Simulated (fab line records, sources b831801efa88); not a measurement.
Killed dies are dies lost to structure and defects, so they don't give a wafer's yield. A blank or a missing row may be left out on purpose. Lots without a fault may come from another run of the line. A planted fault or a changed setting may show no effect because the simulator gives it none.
A sampling plan put to the test | flow gf180mcu | one fab line, 6 faults that these records tell of, each judged on the records of the lots that it struck
The plan is the line's own looks: the steps of the route at which a gauge or an inspection reads the wafer and doesn't change it. A look can be judged if struck wafers have a number there and the file gives its usual mean and standard deviation on fault-free wafers. Caught: at a look after the fault's first step, the mean of the struck wafers lies 4 or more of those standard deviations (sigma) from the usual mean. On the tool: the same test on the tool's own readings at the fault's steps. Another recipe on the struck wafers, or a record that is blank for them alone, also counts as caught.

THE FAULTS, as the simulator had put them in
1. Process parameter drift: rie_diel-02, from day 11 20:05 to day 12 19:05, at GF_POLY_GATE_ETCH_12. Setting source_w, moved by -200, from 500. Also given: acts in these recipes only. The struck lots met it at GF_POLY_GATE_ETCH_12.
2. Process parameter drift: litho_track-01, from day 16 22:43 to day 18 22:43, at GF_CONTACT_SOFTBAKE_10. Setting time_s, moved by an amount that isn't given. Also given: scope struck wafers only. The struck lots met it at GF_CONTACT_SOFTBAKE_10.
3. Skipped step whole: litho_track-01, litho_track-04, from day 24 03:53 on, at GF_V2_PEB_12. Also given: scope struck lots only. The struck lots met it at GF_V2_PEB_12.
4. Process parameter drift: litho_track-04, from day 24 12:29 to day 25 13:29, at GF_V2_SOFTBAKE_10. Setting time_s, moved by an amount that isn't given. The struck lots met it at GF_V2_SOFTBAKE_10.
5. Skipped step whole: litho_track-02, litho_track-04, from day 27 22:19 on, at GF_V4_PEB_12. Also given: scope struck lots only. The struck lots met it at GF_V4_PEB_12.
6. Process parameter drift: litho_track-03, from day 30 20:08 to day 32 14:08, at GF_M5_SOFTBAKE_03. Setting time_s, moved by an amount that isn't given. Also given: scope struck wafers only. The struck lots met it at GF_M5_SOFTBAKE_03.

WHAT THE PLAN SAW
fault | on the tool itself                               | first look that catches it                      | reading, sigma | median hours from its first step to that look | hours from the fault's start to the first struck lot there | judged looks passed uncaught
1     | rf_fwd_power_W -94 sigma                         | none of the 2 looks that can be judged after it | -              | -                                             | -                                                          | 2
2     | heater_power_total_W +97 sigma                   | no look after it can be judged                  | -              | -                                             | -                                                          | 0
3     | the tool's record is blank for the struck wafers | no look after it can be judged                  | -              | -                                             | -                                                          | 0
4     | run_length_s +75 sigma                           | not the one look that can be judged after it    | -              | -                                             | -                                                          | 1
5     | the tool's record is blank for the struck wafers | no look after it can be judged                  | -              | -                                             | -                                                          | 0
6     | run_length_s +22 sigma                           | not the one look that can be judged after it    | -              | -                                             | -                                                          | 1
A dash: the fault isn't caught, or these records don't give the number.

Caught at a look: 0 of 6. Caught on the tool: 6 of 6. By one or the other: 6 of 6.
Caught on the tool alone: faults 1, 2, 3, 4, 5, 6.
